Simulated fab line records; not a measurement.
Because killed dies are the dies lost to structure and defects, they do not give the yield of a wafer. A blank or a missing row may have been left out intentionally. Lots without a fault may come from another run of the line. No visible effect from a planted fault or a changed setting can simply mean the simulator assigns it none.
A single fault, viewed from 2 desks :: flow gf180mcu :: each desk holds nothing but its own numbers, with what lay behind them at the end

## TOOL OWNER'S DESK, implanter-04
GF_HV_LDD_IMPLANT_21, tool's own readings: per-lot mean of the sampled wafers with a number, covering each lot this tool ran. If a lot's mean is further than 4 standard deviations from the usual mean, the lot is out of limits and carries the mark OUT (the distance appears in the brackets).
Columns: A = dose_ions_cm2 at GF_HV_LDD_IMPLANT_21, usual 4.999e+13
lot: L122
first seen here: day 13 15:11
A: 4.812e+13 (-31) OUT

lot: L124
first seen here: day 14 06:22
A: 4.816e+13 (-30) OUT

lot: L133
first seen here: day 16 23:58
A: 5.003e+13
This desk finds L122, L124 out of limits, L122 being first, at day 13 15:11 (dose_ions_cm2 at GF_HV_LDD_IMPLANT_21). In limits: L133.

## THE METROLOGY DESK
Lot by lot, what the gauges showed, no matter which tool ran the lot: averages of those sampled wafers that carry a number. If a lot's mean is further than 4 standard deviations from the usual mean, the lot is out of limits and carries the mark OUT (the distance appears in the brackets).
Columns: A = HV_LDD_TW at GF_HV_LDD_TW_MEAS_11, usual 2419; B = cd_nm at GF_HV_LDD_CD_MEAS_19, usual 394.9 nm; C = HV_LDD_01_OVL at GF_HV_LDD_OVL_MEAS_20, usual 0.1 nm
lot: L114
first seen here: day 10 14:46
A: 2439
B: 400.0
C: 0.6

lot: L122
first seen here: day 12 19:02
A: 2427
B: 396.3
C: 1.6

lot: L123
first seen here: day 13 02:05
A: 2401
B: 397.6
C: -0.2

lot: L124
first seen here: day 13 10:13
A: 2397
B: 393.2
C: -0.8

lot: L133
first seen here: day 16 01:17
A: 2417
B: 395.9
C: -1.1

lot: L134
first seen here: day 16 09:55
A: 2419
B: 395.1
C: -0.5
Finding of this desk: none of the 6 lots has anything out of limits.

## BROUGHT TOGETHER
At day 13 15:11, on L122, L124, the tool owner's desk was in a position to raise an alarm.
From the metrology desk's view, nothing was out of limits.
The metrology desk holds a record of L122, L124, inside its limits.
GF_HV_LDD_IMPLANT_21 was run on implanter-04 by each of the lots named.

## WHAT HAD BEEN PUT IN BY THE SIMULATOR
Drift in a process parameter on implanter-04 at GF_HV_LDD_IMPLANT_21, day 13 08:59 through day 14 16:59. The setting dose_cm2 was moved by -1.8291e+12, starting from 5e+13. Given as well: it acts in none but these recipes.
Lots struck among those shown: L122, L124.
Time in hours from fault onset to the first out-of-limits reading at each desk: the tool owner's desk, 6.
